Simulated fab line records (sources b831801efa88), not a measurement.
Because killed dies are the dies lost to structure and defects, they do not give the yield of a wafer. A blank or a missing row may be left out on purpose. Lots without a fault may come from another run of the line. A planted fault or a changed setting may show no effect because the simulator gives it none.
One fault through the eyes of 2 desks | flow gf180mcu | only its own numbers are on each desk; what lay behind them is given at the end

AT THE METROLOGY DESK
What the gauges read for every lot (on any tool): the sampled wafers with a number, averaged. Marked OUT: a lot whose mean sits more than 4 standard deviations from the usual mean, which makes it out of limits; the brackets give that distance.
Columns: A = STI_OXIDATION_02_THK at GF_STI_THK_MEAS_30, usual 10.10 nm; B = cdNm at GF_POLY_GATE_CD_MEAS_10, usual 280.2 nm; C = cdNm at GF_POLY_GATE_CD_MEAS_18, usual 279.2 nm; D = V2_CVD_00_THK at GF_V2_THK_MEAS_01, usual 600 nm
lot  | first seen here | A     | B               | C               | D
L521 | day 2 11:01     | 10.10 | 281.8           | 280.7           | 587
L522 | day 3 02:13     | 10.28 | 280.3           | 278.1           | 601
L523 | day 3 02:13     | 10.11 | 278.0           | 278.0           | 599
L526 | day 3 14:55     | 10.22 | 279.1           | 277.8           | 599
L532 | day 4 13:40     | 9.97  | 332.0 (+37) OUT | 329.6 (+31) OUT | 599
L533 | day 4 20:03     | 10.10 | 320.4 (+29) OUT | 319.0 (+25) OUT | 608
L534 | day 4 23:35     | 9.99  | 280.4           | 277.7           | 597
L535 | day 5 09:53     | 10.10 | 280.8           | 279.3           | 599
L536 | day 5 11:55     | 10.02 | 279.5           | 279.7           | 597
L539 | day 6 03:01     | 10.10 | 279.2           | 279.7           | 605
L543 | day 6 23:49     | 9.98  | 279.0           | 277.6           | 601
This desk's verdict: out of limits on L532, L533, starting with L532 at day 12 03:41 (cdNm at GF_POLY_GATE_CD_MEAS_10). L521, L522, L523, L526, L534, L535, L536, L539, L543: within limits.

TOOL OWNER'S DESK, krfScanner-02
The tool's own readings at GF_POLY_GATE_EXPOSE_07 (exposes mask Poly2, target cd 280 nm): means of the sampled wafers that have a number, for each lot that ran on this tool. Marked OUT: a lot whose mean sits more than 4 standard deviations from the usual mean, which makes it out of limits; the brackets give that distance.
Columns: A = exposureDoseMJCm2 at GF_POLY_GATE_EXPOSE_07, usual 27.998; B = reticleTempC at GF_POLY_GATE_EXPOSE_07, usual 22.98 C
lot  | first seen here | A                        | B
L522 | day 9 18:24     | 27.958                   | 23.26
L532 | day 11 18:41    | 20.048 (-99 or more) OUT | 22.88
L533 | day 12 05:08    | 21.647 (-99 or more) OUT | 22.99
This desk's verdict: out of limits on L532, L533, starting with L532 at day 11 18:41 (exposureDoseMJCm2 at GF_POLY_GATE_EXPOSE_07). L522: within limits.

TAKEN TOGETHER
An alarm could have come from the tool owner's desk at day 11 18:41, on L532, L533.
An alarm was possible from the metrology desk at day 12 03:41, on L532, L533.
GF_POLY_GATE_EXPOSE_07 was run on krfScanner-02 by each of the lots named.

WHAT WAS PUT IN BY THE SIMULATOR
Drift in process parameters on krfScanner-02 at GF_POLY_GATE_EXPOSE_07, starting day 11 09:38. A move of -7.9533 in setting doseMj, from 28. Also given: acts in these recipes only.
Shown lots that were struck: L532, L533.
Counting hours from when the fault started, the first reading out of limits came at 9 for the tool owner's desk and at 18 for the metrology desk.
